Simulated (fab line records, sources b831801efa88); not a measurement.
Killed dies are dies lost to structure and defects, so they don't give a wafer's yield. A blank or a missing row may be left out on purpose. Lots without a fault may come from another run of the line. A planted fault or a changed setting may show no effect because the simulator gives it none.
A struck lot beside a sound one | flow sky130 | 15 steps out of a route of 708
Sound: wafers L795.1, L795.4, L795.5. Struck: wafers L798.3, L798.6. (L798.2 of the same lot was not struck and is left out.) The cause comes at the end.
At each step with rows: each side's tool, then ch and its chambers, then its first start. Under that, the readings that differ: sound wafers | struck wafers | difference of the means | sigmas: that difference in standard deviations of wafers without a fault.
alike: readings whose means differ by less than 2 such deviations, and words and numbers that are the same on both sides. not compared: withheld readings, readings that some wafer has no value for, bounds like >300 that may hide the same value, and numbers for which the record gives no deviation and whose values overlap.
The two part at a step that has a row with sigmas, a row that says differs or no value, or rows on one side only. Numbers that don't overlap but have no deviation are shown without sigmas and don't part them. A reading that every wafer of one side lacks parts them only if that side has two wafers or more.

first, 3 steps without rows for these wafers: SKY_LI_CONTACT_EXPOSE_09 (exposes mask LICM1, target cd 170 nm); SKY_LI_CONTACT_PEB_10; SKY_LI_CONTACT_DEVELOP_11 (develop time 60 s).
SKY_LI_CONTACT_CD_MEAS_12: target cd 170 nm.
  sound on cd_sem-02, day 33 09:59; struck on cd_sem-01, day 34 08:39
  alike: cd_nm
SKY_LI_CONTACT_OVL_MEAS_13:
  sound on overlay-02, day 33 10:06; struck on overlay-02, day 34 08:45
  alike: LI_CONTACT_OVL
SKY_LI_CONTACT_ETCH_14: etches BARC in N2/H2, stops on SiO2, time 45.9 s, target depth 60 nm.
  sound on rie_diel-04 ch 2,3, day 33 10:08; struck on rie_diel-04 ch 2,3, day 34 08:47
  alike: drypump_motor_current_A, oes_product_au, throttle_valve_pct
  not compared: rf_hours_counter_h
SKY_LI_CONTACT_ETCH_15: etches PSG in C4F8/O2/Ar, stops on Si, target depth 600 nm.
  sound on rie_diel-04 ch 2,3, day 33 10:11; struck on rie_diel-04 ch 2,3, day 34 08:50
  alike: oes_product_au
SKY_LI_CONTACT_STRIP_16: strips in O2/N2.
  sound on plasma_asher-03 ch 0,1, day 33 10:16; struck on plasma_asher-02 ch 0,1, day 34 08:55
  alike: drypump_motor_current_A, oes_product_au, strip_time_to_endpoint_s
  not compared: rf_hours_counter_h
then, 2 steps without rows for these wafers: SKY_LI_CONTACT_CLEAN_17 (cleans in NMP, time 600 s); SKY_LI_CONTACT_PRE_CLEAN_18 (time 5.6 s).
SKY_LI_CONTACT_SPUTTER_19: material Ti, target thk 20 nm, time 106.37 s.
  sound on pvd_sputter-01, day 33 10:34; struck on pvd_sputter-03, day 34 09:13
  alike: throttle_valve_pct
SKY_LI_CONTACT_SPUTTER_20: material TiN, target thk 20 nm, time 80 s.
  sound on pvd_sputter-01, day 33 10:38; struck on pvd_sputter-03, day 34 09:18
  alike: throttle_valve_pct
SKY_LI_CONTACT_CVD_21: deposits W, target thk 400 nm, time 120.56 s.
  sound on cvd_w-01 ch 0,1, day 33 10:41; struck on cvd_w-01 ch 0, day 34 09:22
  reading                                  | sound             | struck      | difference | sigmas
  model.W_of_LI_CONTACT_CVD_21.thk_nm (nm) | 400.5 400.7 399.8 | 408.7 411.6 | +9.8       |
  alike: heater_power_w
SKY_LI_CONTACT_RS_MEAS_22: measures by four-point-probe.
  sound on film_metro-04, day 33 10:49; struck on film_metro-02, day 34 09:30
  reading                  | sound                | struck        | difference | sigmas
  LI_CONTACT_W_RS (ohm/sq) | 0.2842 0.2838 0.2841 | 0.2783 0.2764 | -0.0067    | -2
then, 1 step without rows for these wafers: SKY_PAD_OPEN_PROBE_99.

WHERE THEY PART
Only at SKY_LI_CONTACT_RS_MEAS_22, within this record.

WHY: what the simulator had put in
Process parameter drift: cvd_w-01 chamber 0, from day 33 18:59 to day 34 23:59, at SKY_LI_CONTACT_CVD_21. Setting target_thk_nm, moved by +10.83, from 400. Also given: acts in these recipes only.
